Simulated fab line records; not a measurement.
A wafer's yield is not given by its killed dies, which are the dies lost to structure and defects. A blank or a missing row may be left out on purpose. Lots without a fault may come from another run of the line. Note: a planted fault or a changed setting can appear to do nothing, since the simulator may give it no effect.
fab line records | flow sky130
[record] lots = 11 wafers = 33 last-day = 50
route steps=708 shown CAP2M@616 METAL4@631 VIA4@651 PAD_OPEN@708
lots with no fault: from the same line, run without faults
start-h: start of the lot's first displayed wafer, in hours after the record's first day | wait-h: hours elapsed since this lot's preceding step | " same as the row above | L1.1+2: a row that stands for several wafers | - either no value or no given start | * or withheld: withheld | < > ~ a bound
route shown NAME@n: a module of which the file shows steps, and the number in the route of the first | usual: mean/standard deviation of fault-free wafers | same: alike in all rows | chamber/n: place in a boat | sites: per-site readings | _std_site: standard deviation across them | _edge_site: outer sites' mean less inner sites' | radius-mm: how far each site lies from the wafer's centre | mask NAME#n: copy n | behind: tool/chamber where the wafer was last shaped | hold: the reason the lot was held/the length of the hold in hours/how it ended | device: whichever transistor did not switch (one of n, p or np) | end of line: tests run on the same wafers once the route is complete | for a step that has no rows: nothing shown but its recipe | killed: dies that structure and defects cost at the first sort, which is not the same as the wafer's yield | map: dies across one wafer; x = killed, . = not, _ = none there
set.NAME: the run value of the setting; set.NAME@STEP: its run value at that earlier step | model.NAME: the simulator's own value behind a step, which no gauge read
a sample of lots followed through the steps of the route, with each step as a table and each wafer as a row
services: a tool's chamber out of use, with start hour (start-h, from the record's first day; less than 0 if before it), hours out, and reason
[[steps]]
[step SKY_CAP2M_METAL_ETCH_13]
[recipe] target-depth-nm = 220 stop-on = SiO2 chemistry = Cl2/BCl3 target = TiN pressure-mtorr = 10 icp-w = 900 bias-w = 48.5 Cl2_flow_sccm = 60 bcl3-flow-sccm = 30 time-s = 62.9
[usual] drypump-motor-current-A = 5.8/0.57 oes-product-au = 0.942/0.0076 rf-fwd-power-W = 890/3.5 throttle-valve-pct = 21.902/0.0096
[same] time-s = 62.9
// columns lot.wafer tool chamber start-h wait-h drypump-motor-current-A oes-product-au rf-fwd-power-W rf-hours-counter-h throttle-valve-pct
L336.1 rie-metal-04 1 948.08 0.0 4.9 0.931 892 8 21.893
L336.3 " 0 " " 6.4 0.940 896 - 21.900
L336.5 " 0 " " 6.4 0.940 892 - 21.901
L337.2 rie-metal-03 1 964.46 0.0 5.0 0.945 895 3 21.891
L337.3 " 1 " " 5.0 0.947 897 - 21.907
L337.4 " 0 " " 5.6 0.936 890 - 21.902
L338.1 rie-metal-03 1 967.13 0.0 5.0 0.945 892 3 21.908
L338.3 " 0 " " 5.6 0.952 889 - 21.912
L338.6 " 0 " " 5.6 0.944 890 - 21.903
L340.2 rie-metal-01 1 995.95 0.0 6.3 0.938 888 18 21.906
L340.4 " 0 " " 6.3 0.941 888 - 21.872
L340.5 " 0 " " 6.3 0.930 888 - 21.899
L341.2 rie-metal-01 1 1001.78 0.0 6.2 0.944 891 18 21.909
L341.3 " 1 " " 6.3 0.952 888 - 21.897
L341.4 " 0 " " 6.3 0.952 884 - 21.906
L342.2 rie-metal-01 1 1004.58 0.0 6.2 0.939 894 18 21.895
L342.3 " 1 " " 6.3 0.944 888 - 21.894
L342.6 " 1 " " 6.3 0.942 887 - 21.893
L344.2 rie-metal-01 1 1021.76 0.0 6.3 0.957 887 19 21.883
L344.3 " 0 " " 6.3 0.944 882 - 21.895
L344.5 " 1 " " 6.2 0.943 892 - 21.913
L346.1 rie-metal-01 0 1039.25 0.0 6.3 0.936 890 10 21.899
L346.4 " 0 " " 6.2 0.943 886 - 21.898
L346.6 " 0 " " 6.3 0.945 885 - 21.896
L350.2 rie-metal-01 1 1063.76 0.0 6.3 0.937 892 21 21.918
L350.5 " 1 " " 6.3 0.934 897 - 21.913
L350.6 " 0 " " 6.3 0.943 886 - 21.924
L353.1 rie-metal-03 1 1078.86 0.0 5.0 0.953 890 9 21.898
L353.3 " 1 " " 5.0 0.947 896 - 21.890
L353.4 " 0 " " 5.6 0.935 887 - 21.910
L358.1 rie-metal-01 0 1099.14 0.0 6.3 0.946 888 14 21.907
L358.2 " 1 " " 6.3 0.933 889 24 21.905
L358.5 " 1 " " 6.3 0.930 888 - 21.895
[step SKY_CAP2M_STRIP_14]
[recipe] chemistry = O2/N2 power-w = 1400 pressure-mtorr = 1500 platen-temp-c = withheld o2-flow-sccm = 3000 n2-flow-sccm = 300 overash-fraction = 0.5
[usual] drypump-motor-current-A = 6.13/0.22 oes-product-au = 0.711/0.0045 strip-time-to-endpoint-s = 12.64/0.051
// columns lot.wafer tool chamber start-h wait-h drypump-motor-current-A oes-product-au rf-hours-counter-h strip-time-to-endpoint-s
L336.1 plasma-asher-01 1 948.16 0.1 6.12 0.702 113 12.59
L336.3 " 0 " " 6.14 0.710 - 12.61
L336.5 " 0 " " 6.16 0.703 - 12.67
L337.2 plasma-asher-01 0 964.54 0.1 6.16 0.704 114 12.60
L337.3 " 1 " " 6.12 0.704 - 12.58
L337.4 " 0 " " 6.16 0.707 - 12.62
L338.1 plasma-asher-03 1 967.21 0.1 5.79 0.716 82 12.64
L338.3 " 0 " " 6.45 0.705 - 12.65
L338.6 " 1 " " 5.82 0.711 - 12.65
L340.2 plasma-asher-03 1 996.03 0.1 5.81 0.710 84 12.69
L340.4 " 0 " " 6.46 0.720 - 12.67
L340.5 " 0 " " 6.48 0.716 - 12.67
L341.2 plasma-asher-01 0 1001.86 0.1 6.18 0.709 118 12.61
L341.3 " 1 " " 6.11 0.717 - 12.61
L341.4 " 0 " " 6.16 0.706 - 12.57
L342.2 plasma-asher-04 1 1004.66 0.1 6.26 0.711 22 12.67
L342.3 " 1 " " 6.28 0.711 - 12.66
L342.6 " 0 " " 5.99 0.714 - 12.63
L344.2 plasma-asher-04 1 1021.84 0.1 6.30 0.715 24 12.64
L344.3 " 1 " " 6.27 0.713 - 12.55
L344.5 " 0 " " 5.96 0.705 - 12.63
L346.1 plasma-asher-04 1 1039.33 0.1 6.27 0.708 26 12.60
L346.4 " 1 " " 6.30 0.712 - 12.56
L346.6 " 1 " " 6.28 0.705 - 12.58
L350.2 plasma-asher-03 1 1063.83 0.1 5.80 0.721 91 12.62
L350.5 " 0 " " 6.45 0.710 - 12.65
L350.6 " 1 " " 5.84 0.711 - 12.60
L353.1 plasma-asher-03 1 1078.94 0.1 5.78 0.705 93 12.59
L353.3 " 0 " " 6.47 0.707 - 12.54
L353.4 " 1 " " 5.80 0.705 - 12.66
L358.1 plasma-asher-04 1 1099.21 0.1 6.26 0.717 32 12.69
L358.2 " 0 " " 5.96 0.707 32 12.70
L358.5 " 1 " " 6.28 0.710 - 12.67
[step SKY_METAL4_DESCUM_15]
[recipe] chemistry = O2 source-power-w = 150 bias-power-w = 0 pressure-mtorr = 10 temp-c = 40 time-s = 8
[usual] drypump-motor-current-A = 6.0/0.51 oes-product-au = 1.002/0.013 rf-fwd-power-W = 146.8/0.63
[same] bias-power-w = 0 time-s = 8
// columns lot.wafer tool chamber start-h wait-h drypump-motor-current-A oes-product-au rf-fwd-power-W rf-hours-counter-h
L336.1 rie-metal-01 1 972.53 0.0 6.3 1.001 146.4 17
L336.3 " 1 " " 6.3 1.002 147.3 -
L336.5 " 1 " " 6.3 0.997 146.8 -
L337.2 rie-metal-01 1 989.18 0.0 6.2 0.971 147.1 17
L337.3 " 1 " " 6.3 0.978 146.9 -
L337.4 " 0 " " 6.3 1.021 146.5 -
L338.1 rie-metal-04 0 992.08 0.0 6.4 0.988 147.2 1
L338.3 " 0 " " 6.4 0.990 146.6 -
L338.6 " 0 " " 6.4 0.978 146.9 -
L340.2 rie-metal-02 1 1020.27 0.0 5.9 1.001 147.9 19
L340.4 " 0 " " 5.8 0.991 147.4 -
L340.5 " 1 " " 5.9 1.013 148.3 -
L341.2 rie-metal-02 1 1025.58 0.0 6.0 1.005 147.5 19
L341.3 " 1 " " 5.9 0.995 147.6 -
L341.4 " 0 " " 5.9 0.988 146.9 -
L342.2 rie-metal-04 0 1028.40 0.0 6.4 1.007 146.4 4
L342.3 " 1 " " 4.9 1.015 145.8 -
L342.6 " 1 " " 4.9 1.030 145.9 -
L344.2 rie-metal-04 1 1044.92 0.0 4.9 1.016 146.3 13
L344.3 " 0 " " 6.4 1.008 146.7 -
L344.5 " 0 " " 6.5 0.989 146.1 -
L346.1 rie-metal-04 1 1061.73 0.0 4.9 1.016 146.3 14
L346.4 " 0 " " 6.4 1.000 147.3 -
L346.6 " 1 " " 4.9 1.007 146.7 -
L350.2 rie-metal-01 1 1085.37 0.0 6.2 0.989 146.0 23
L350.5 " 1 " " 6.2 0.990 145.9 -
L350.6 " 0 " " 6.3 1.021 146.6 -
L353.1 rie-metal-02 1 1099.18 0.0 5.9 1.012 147.1 24
L353.3 " 1 " " 6.0 1.017 147.2 -
L353.4 " 0 " " 5.9 0.977 147.2 -
L358.1 rie-metal-01 1 1118.03 0.0 6.2 0.992 146.2 26
L358.2 " 0 " " 6.3 1.010 147.2 16
L358.5 " 0 " " 6.3 1.011 146.4 -
[step SKY_VIA4_ETCH_12]
[recipe] target = SiO2 chemistry = C4F8/O2/Ar stop-on = TiN mask-material = NOVOLAK source-w = 1500 bias-w = 1200 pressure-mtorr = 40 c4f8-flow-sccm = withheld O2_flow_sccm = 6 Ar_flow_sccm = 300 time-s = withheld target-depth-a = 5800
[usual] oes-product-au = 0.926/0.004 rf-fwd-power-W = 1489/5.5
// columns lot.wafer tool chamber start-h wait-h oes-product-au rf-fwd-power-W
L336.1 rie-diel-01 3 997.61 0.0 0.925 1483
L336.3 " 0 " " 0.928 1479
L336.5 " 2 " " 0.932 1490
L337.2 rie-diel-04 2 1012.76 0.0 0.922 1491
L337.3 " 0 " " 0.927 1484
L337.4 " 3 " " 0.923 1484
L338.1 rie-diel-02 0 1016.18 0.0 0.925 1493
L338.3 " 2 " " 0.923 1498
L338.6 " 2 " " 0.925 1495
L340.2 rie-diel-02 0 1043.91 0.0 0.922 1494
L340.4 " 1 " " 0.929 1493
L340.5 " 2 " " 0.928 1489
L341.2 rie-diel-01 3 1049.16 0.0 0.927 1485
L341.3 " 0 " " 0.926 1479
L341.4 " 0 " " 0.927 1481
L342.2 rie-diel-02 3 1051.54 0.0 0.930 1493
L342.3 " 0 " " 0.930 1492
L342.6 " 1 " " 0.931 1490
L344.2 rie-diel-01 2 1067.81 0.0 0.928 1491
L344.3 " 0 " " 0.924 1477
L344.5 " 3 " " 0.923 1489
L346.1 rie-diel-02 2 1084.57 0.0 0.937 1490
L346.4 " 3 " " 0.927 1496
L346.6 " 1 " " 0.928 1492
L350.2 rie-diel-02 0 1107.51 0.0 0.925 1494
L350.5 " 0 " " 0.921 1493
L350.6 " 1 " " 0.925 1485
L353.1 rie-diel-02 3 1119.94 0.0 0.925 1489
L353.3 " 1 " " 0.922 1497
L353.4 " 2 " " 0.923 1493
L358.1 rie-diel-04 0 1139.26 0.0 0.920 1486
L358.2 " 2 " " 0.928 1490
L358.5 " 2 " " 0.922 1493
[step SKY_PAD_OPEN_PROBE_99]
[usual] defect-limited-yield = 82.5/1.9 killed_at_M0_to_M3 = 44/7.3 killed_at_M4_up = 3.1/1.9 killed-at-contacts = 24/5.3 killed-at-front-end = 15/4 killed-at-other = 0.4/0.6 killed-dies = 86/9.2 killed-open = 47/6.9 killed-short = 39/6.9 sort_bin_3_pad_short = 0.8/0.41 sort_bin_5_function = 10.6/1.5 sort_bin_6_memory = 6.1/1.1 sort-n-pass = 406/9.2 sort-yield-pct = 82.5/1.9
[same] gross-dies = 492 killed-at-back-side = 0 sort_bin_4_leakage[%] = 0 sort_bin_8_speed[%] = 0
// columns lot.wafer tool chamber start-h wait-h defect-limited-yield[%] killed_at_M0_to_M3 killed_at_M4_up killed-at-contacts killed-at-front-end killed-at-other killed-dies killed-open killed-short sort_bin_3_pad_short[%] sort_bin_5_function[%] sort_bin_6_memory[%] sort-n-pass sort-yield-pct[%]
L338.1 prober-01 - 1085.78 0.1 81.5 49 5 25 11 1 91 52 38 0.4 10.0 8.1 401 81.5
L338.3 prober-01 - 1085.88 0.2 81.7 48 3 19 20 0 90 50 40 1.4 9.3 7.5 402 81.7
L338.6 prober-01 - 1086.03 0.2 87.0 34 2 14 13 1 64 33 31 1.0 7.3 4.7 428 87.0
L340.2 prober-01 - 1110.66 0.1 83.1 43 0 27 12 1 83 46 36 1.2 9.8 5.9 409 83.1
L340.4 prober-01 - 1110.76 0.2 80.3 46 3 26 22 0 97 56 41 1.0 12.6 6.1 395 80.3
L340.5 prober-01 - 1110.81 0.2 80.3 50 0 28 17 2 97 53 43 0.6 12.2 6.9 395 80.3
L342.2 prober-01 - 1116.21 0.1 82.9 48 3 18 15 0 84 39 45 1.2 10.6 5.3 408 82.9
L342.3 prober-01 - 1116.26 0.2 84.8 38 3 19 15 0 75 30 45 1.2 10.4 3.7 417 84.8
L342.6 prober-01 - 1116.41 0.2 82.7 53 0 21 11 0 85 42 43 0.8 10.8 5.7 407 82.7
L346.1 prober-02 - 1143.64 0.1 79.7 50 6 22 21 1 100 55 45 0.8 12.8 6.7 392 79.7
L346.4 prober-02 - 1143.79 0.2 78.5 63 2 19 21 1 106 59 46 0.4 12.2 8.9 386 78.5
L346.6 prober-02 - 1143.89 0.2 82.5 59 1 15 11 0 86 45 41 0.6 10.4 6.5 406 82.5
L350.2 prober-01 - 1170.45 0.1 77.8 43 30 22 14 0 109 42 39 1.6 13.2 7.3 383 77.8
L350.5 prober-01 - 1170.60 0.2 78.0 45 33 21 9 0 108 44 32 2.2 15.0 4.7 384 78.0
L350.6 prober-01 - 1170.65 0.2 75.6 35 54 16 14 1 120 33 35 2.6 16.5 5.3 372 75.6
L353.1 prober-01 - 1179.54 0.1 78.7 51 22 22 10 0 105 51 34 0.4 13.8 7.1 387 78.7
L353.3 prober-01 - 1179.64 0.2 72.2 46 50 20 19 2 137 52 36 2.2 16.5 9.1 355 72.2
L353.4 prober-01 - 1179.69 0.2 79.7 47 12 18 23 0 100 43 44 2.0 13.0 5.3 392 79.7
// killed by level:class
L338.1 VIA1:geometric-particle:open=12 CONTACT:geometric-particle:open=9 VIA2:geometric-particle:open=9 VIA3:geometric-particle:open=8 LI_CONTACT:geometric-particle:open=7 METAL1:geometric-particle:short=5 VIA3:geometric-particle:short=5 CONTACT:geometric-particle:short=4
L338.3 VIA1:geometric-particle:open=14 CONTACT:geometric-particle:open=12 METAL1:geometric-particle:short=9 VIA3:geometric-particle:open=6 POLY_GATE:geometric-particle:open=5 VIA1:geometric-particle:short=5 FIELD_ISO:geometric-particle:short=4 VIA2:geometric-particle:open=4
L338.6 CONTACT:geometric-particle:open=7 VIA1:geometric-particle:open=6 VIA3:geometric-particle:open=6 METAL1:geometric-particle:short=5 METAL2:geometric-particle:short=4 FIELD_ISO:geometric-particle:short=3 LI_CONTACT:geometric-particle:open=3 LOCAL_INTERCONNECT:geometric-particle:short=3
L340.2 VIA1:geometric-particle:open=9 CONTACT:geometric-particle:open=9 VIA2:geometric-particle:open=8 LI_CONTACT:geometric-particle:open=7 VIA1:geometric-particle:short=6 POLY_GATE:geometric-particle:short=4 LOCAL_INTERCONNECT:geometric-particle:short=4 CONTACT:geometric-particle:short=4
L340.4 VIA1:geometric-particle:open=16 CONTACT:geometric-particle:open=12 FIELD_ISO:geometric-particle:open=8 CONTACT:geometric-particle:short=6 VIA2:geometric-particle:short=6 POLY_GATE:geometric-particle:open=4 POLY_GATE:geometric-particle:short=4 LI_CONTACT:geometric-particle:open=4
L340.5 VIA1:geometric-particle:open=17 LI_CONTACT:geometric-particle:open=12 POLY_GATE:geometric-particle:open=7 CONTACT:geometric-particle:open=6 VIA1:geometric-particle:short=6 METAL3:geometric-particle:short=5 METAL1:geometric-particle:short=5 VIA3:geometric-particle:open=5
L342.2 VIA3:geometric-particle:open=11 METAL1:geometric-particle:short=6 VIA1:geometric-particle:short=6 LOCAL_INTERCONNECT:geometric-particle:short=5 VIA1:geometric-particle:open=5 FIELD_ISO:geometric-particle:short=4 POLY_GATE:geometric-particle:short=4 CONTACT:geometric-particle:open=4
L342.3 LI_CONTACT:geometric-particle:open=8 POLY_GATE:geometric-particle:short=7 VIA2:geometric-particle:open=7 METAL2:geometric-particle:short=6 LOCAL_INTERCONNECT:geometric-particle:short=5 CONTACT:geometric-particle:short=5 VIA1:geometric-particle:short=5 VIA2:geometric-particle:short=5
L342.6 VIA1:geometric-particle:open=12 METAL1:geometric-particle:short=11 LI_CONTACT:geometric-particle:open=8 CONTACT:geometric-particle:open=7 METAL2:geometric-particle:short=7 VIA3:geometric-particle:short=6 VIA2:geometric-particle:open=5 SPACER:geometric-particle:short=4
L346.1 VIA1:geometric-particle:open=10 CONTACT:geometric-particle:open=8 VIA3:geometric-particle:open=8 VIA2:geometric-particle:open=8 METAL1:geometric-particle:short=7 FIELD_ISO:geometric-particle:short=6 LI_CONTACT:geometric-particle:open=5 POLY_GATE:geometric-particle:short=4
L346.4 VIA1:geometric-particle:open=16 METAL1:geometric-particle:short=9 VIA3:geometric-particle:open=9 LI_CONTACT:geometric-particle:open=7 VIA2:geometric-particle:open=7 FIELD_ISO:geometric-particle:open=6 METAL2:geometric-particle:short=6 VIA1:geometric-particle:short=5
L346.6 VIA1:geometric-particle:open=14 VIA1:geometric-particle:short=8 VIA2:geometric-particle:open=8 METAL1:geometric-particle:short=7 VIA3:geometric-particle:open=7 LOCAL_INTERCONNECT:geometric-particle:short=4 CONTACT:geometric-particle:open=4 METAL2:geometric-particle:short=4
L350.2 VIA4:unspecified=28 CONTACT:geometric-particle:short=9 VIA1:geometric-particle:open=9 VIA2:geometric-particle:open=8 LI_CONTACT:geometric-particle:open=6 CONTACT:geometric-particle:open=6 VIA1:geometric-particle:short=5 POLY_CUT:geometric-particle:short=4
L350.5 VIA4:unspecified=31 VIA1:geometric-particle:open=9 VIA1:geometric-particle:short=8 CONTACT:geometric-particle:open=8 VIA2:geometric-particle:open=7 LI_CONTACT:geometric-particle:open=6 VIA3:geometric-particle:open=5 METAL2:geometric-particle:short=5
L350.6 VIA4:unspecified=52 VIA1:geometric-particle:open=7 VIA2:geometric-particle:open=6 VIA3:geometric-particle:open=5 FIELD_ISO:geometric-particle:short=4 FIELD_ISO:geometric-particle:open=4 LI_CONTACT:geometric-particle:open=4 METAL1:geometric-particle:short=4
L353.1 VIA4:unspecified=19 VIA1:geometric-particle:open=15 CONTACT:geometric-particle:open=11 VIA2:geometric-particle:open=8 VIA1:geometric-particle:short=6 VIA3:geometric-particle:open=5 LOCAL_INTERCONNECT:geometric-particle:short=4 CONTACT:geometric-particle:short=4
L353.3 VIA4:unspecified=48 VIA2:geometric-particle:open=11 VIA3:geometric-particle:open=8 VIA1:geometric-particle:open=7 METAL2:geometric-particle:short=7 FIELD_ISO:geometric-particle:open=6 CONTACT:geometric-particle:short=6 CONTACT:geometric-particle:open=6
L353.4 VIA2:geometric-particle:open=12 VIA4:unspecified=12 FIELD_ISO:geometric-particle:short=7 VIA1:geometric-particle:open=7 FIELD_ISO:geometric-particle:open=6 CONTACT:geometric-particle:short=6 LI_CONTACT:geometric-particle:open=5 VIA2:geometric-particle:short=5
[[services]]
// columns tool chamber start-h hours kind
rie-diel-01 2 927.97 6.2 repair
rie-diel-01 - 948.99 2.8 pm
rie-diel-01 1 952.64 11.6 repair
rie-metal-04 0 964.57 - clean
rie-diel-04 2 965.78 16.1 repair
rie-metal-04 1 980.65 22.0 repair
rie-metal-02 0 1014.15 1.0 repair
rie-diel-02 1 1026.41 9.4 repair
rie-metal-01 1 1040.23 2.7 repair
rie-metal-02 - 1044.14 2.8 pm
rie-diel-01 2 1047.87 7.3 repair
rie-diel-04 - 1051.01 0.2 repair
rie-diel-02 - 1052.24 15.6 pm
plasma-asher-01 - 1055.25 9.0 pm
rie-diel-01 0 1078.34 1.3 repair
rie-diel-02 2 1086.27 10.0 repair
rie-metal-04 - 1086.87 14.6 pm
rie-diel-02 3 1101.14 14.8 repair
plasma-asher-04 - 1113.86 2.3 repair
rie-diel-04 2 1118.77 1.4 repair
rie-metal-01 1 1132.51 - clean
rie-metal-01 1 1132.51 18.7 scheduled-down
rie-metal-01 1 1132.51 18.7 vent-cycle
plasma-asher-03 - 1134.10 2.8 pm
[[key]]
[first-sign] step = SKY_PAD_OPEN_PROBE_99 reading = killed_at_M4_up direction = up sigmas = 16 usual = 3.1 struck = 33.5
[effect] step = SKY_PAD_OPEN_PROBE_99 reading = killed-dies direction = up sigmas = 2.9 usual = 86 struck = 113 wafers-moved = 4
met-at SKY_VIA4_ETCH_12
struck-lots L350,L353
not-acting-at SKY_CAP2M_METAL_ETCH_13,SKY_CAP2M_STRIP_14,SKY_METAL4_DESCUM_15
onset-between 1084.57 1107.51
[fault] kind = chamber-particle-source tool = rie-diel-02 chamber = - onset-h = 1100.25 steps = SKY_VIA4_ETCH_12 rate-per-visit-cm2 = 0.73206 end-h = 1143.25
